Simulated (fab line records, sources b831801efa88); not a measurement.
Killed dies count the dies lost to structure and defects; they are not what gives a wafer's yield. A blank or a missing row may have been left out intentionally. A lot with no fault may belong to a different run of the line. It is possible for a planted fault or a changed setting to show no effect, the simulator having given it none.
8D (eight disciplines) problem report, filled in by code | flow gf180mcu | the parts of the form that need people (team, actions taken, sign-off) are left out

== 1. THE PROBLEM ==
heater-power-total-W at GF_M5_PEB_05 reads a mean of 88.60 W on 6 wafers of 2 lots; wafers without a fault read 85.70 W with a standard deviation of 0.079. That puts it +37 standard deviations away from the usual mean.
The step: peb time 90 s.
The first sign was on wafer L456.3 at day 30 13:31, on litho-track-04. The record holds 39 wafers of 13 lots with a number at this step. The rule behind "out" and "out of limits": a value lying over 4 standard deviations away from the usual mean. Any other wafer with a number is counted as sound.

== 2. WHAT THIS IS AND IS NOT ==
question                    | is                     | is not
which readings at this step | heater-power-total-W   | chill-plate-temp-C
which lots                  | L456, L458             | L442, L445, L446, L447, L448, L457, L459, L460, L461, L462, L465
which wafers of those lots  | all that have a number | -
read on which tools         | litho-track-04         | litho-track-01, litho-track-03
when                        | from day 30 13:31      | up to then (15 sound wafers); but 18 sound wafers of L457, L459, L460, L461, L462, L465 came after

== 3. SUSPECTS, AND WHAT RULES EACH OUT ==
Counting: a tool at a process step up to the reading stays a suspect if it ran every lot that is out and no sound lot after the first of them.
- pvd-sputter-04 at GF_MIM_SPUTTER_02 (material AlCu, target thk 450 nm, time 23.9 s): ruled out as a lasting fault. Following L456 (day 28 22:35), the first lot on it that is out, the sound lots L460 were run on it.
- pvd-sputter-02 at GF_MIM_SPUTTER_07 (material TiN, target thk 60 nm, time 50 s): ruled out as a lasting fault. Following L456 (day 28 22:46), the first lot on it that is out, the sound lots L461, L462 were run on it.
- litho-track-04 at GF_M5_PEB_05 (peb time 90 s): kept. All lots that are out passed through it, beginning with L456 at day 30 13:31, and no sound lot followed; its final sound lot before that point was L448 at day 28 18:01. On those wafers its own readings are out: heater-power-total-W.
Left after counting: litho-track-04 at GF_M5_PEB_05.

== 4. THE CAUSE (what the simulator had put in) ==
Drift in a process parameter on litho-track-04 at GF_M5_PEB_05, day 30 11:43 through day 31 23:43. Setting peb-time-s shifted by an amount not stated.
After counting, this tool was the only one left.

== 5. THE CHAIN OF EFFECTS, in route order ==
Rows list readings where the struck wafers' mean (over those with a number) sits beyond 3 standard deviations from the usual. Scope: only readings with a usual standard deviation given in the record; hours: median across lots of the time from each lot's start at the first step in this table that gives one to its start at this step; sigmas: change in usual standard deviations.
hours | step         | reading              | usual   | on struck wafers | change | sigmas
0     | GF_M5_PEB_05 | heater-power-total-W | 85.70 W | 88.60            | +2.90  | +37
Process steps it contains:
- GF_M5_PEB_05: peb time 90 s.
At these later measuring or inspecting steps, every struck wafer for which the step has a row has a number for every such reading, and none has moved that far: GF_V5_THK_MEAS_01.

== 6. WHAT WOULD HAVE CAUGHT IT SOONER ==
First out-of-limits reading in this record: day 30 13:31, which is 2 hours after fault onset at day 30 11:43.
